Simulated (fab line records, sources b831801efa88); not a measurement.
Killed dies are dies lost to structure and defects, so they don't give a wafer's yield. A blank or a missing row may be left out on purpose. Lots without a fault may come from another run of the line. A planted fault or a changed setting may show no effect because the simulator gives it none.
Which tool did it? | flow gf180mcu | 6 lots, 18 wafers sampled, at 4 steps of a route of 602

WHAT THE GAUGES READ, wafer by wafer
GF_MIM_THK_MEAS_06.
lot  | measured     | on            | MIM_CVD_05_THK (nm)
L332 | day 25 13:01 | film_metro-02 | 41.0 42.2 42.7
L334 | day 26 12:47 | film_metro-02 | 41.9 42.6 42.2
L337 | day 27 04:37 | film_metro-01 | 41.8 42.2 42.6
L341 | day 28 17:26 | film_metro-01 | 42.5 41.7 42.7
L343 | day 29 01:45 | film_metro-02 | 43.2 42.8 43.2
L345 | day 29 17:04 | film_metro-01 | 46.1 45.9 46.6

WHICH TOOL RAN EACH LOT (tool, then ch and the chambers of the sampled wafers, then the start)
lot  | GF_V4_STRIP_18                       | GF_V4_SPUTTER_22             | GF_MIM_CVD_05
L332 | plasma_asher-03 ch 0,1, day 25 11:32 | pvd_sputter-02, day 25 12:08 | pecvd-04 ch 1,2, day 25 12:59
L334 | plasma_asher-03 ch 0,1, day 26 11:17 | pvd_sputter-04, day 26 11:53 | pecvd-03 ch 0,2, day 26 12:44
L337 | plasma_asher-02 ch 0,1, day 27 03:08 | pvd_sputter-01, day 27 03:44 | pecvd-04 ch 0,1, day 27 04:35
L341 | plasma_asher-02 ch 0,1, day 28 15:58 | pvd_sputter-02, day 28 16:34 | pecvd-04 ch 0,1,2, day 28 17:25
L343 | plasma_asher-02 ch 1, day 29 00:13   | pvd_sputter-01, day 29 00:52 | pecvd-04 ch 0,1, day 29 01:43
L345 | plasma_asher-01 ch 0,1, day 29 15:35 | pvd_sputter-02, day 29 16:10 | pecvd-04 ch 1,2, day 29 17:02
- GF_V4_STRIP_18: strips in O2/N2.
- GF_V4_SPUTTER_22: material TiN, target thk 10 nm, time 40 s.
- GF_MIM_CVD_05: deposits Si3N4, target thk 42 nm, time 29.086 s.

THE ANSWER, worked out from the rows above alone
Rule: what is usual is taken from the lots themselves. Put in order of their means at a reading, lots are off if they are a third of the lots or fewer, leave a main group of 4 or more, and stand apart from it by a gap of 3 or more times the standard deviation of the main group's means; of several such gaps the widest counts. A main group whose means are all the same, to the digits that the tables above print for the reading, isn't used. A lot without any number at a reading at which 4 lots or more have one is off too. The other lots that the step has rows for count as sound.
Off: L345, at GF_MIM_THK_MEAS_06 (MIM_CVD_05_THK). The main group: mean 42.4 nm, standard deviation 0.37.
A tool fits if, at a process step before that reading, it ran every lot that is off, and no sound lot after the first of them. The gauges at GF_MIM_THK_MEAS_06 are tried like those tools. Can't be told from this: 4 tools fit, plasma_asher-01 at GF_V4_STRIP_18, pvd_sputter-02 at GF_V4_SPUTTER_22, pecvd-04 at GF_MIM_CVD_05, film_metro-01 at GF_MIM_THK_MEAS_06.

WHAT THE SIMULATOR HAD PUT IN
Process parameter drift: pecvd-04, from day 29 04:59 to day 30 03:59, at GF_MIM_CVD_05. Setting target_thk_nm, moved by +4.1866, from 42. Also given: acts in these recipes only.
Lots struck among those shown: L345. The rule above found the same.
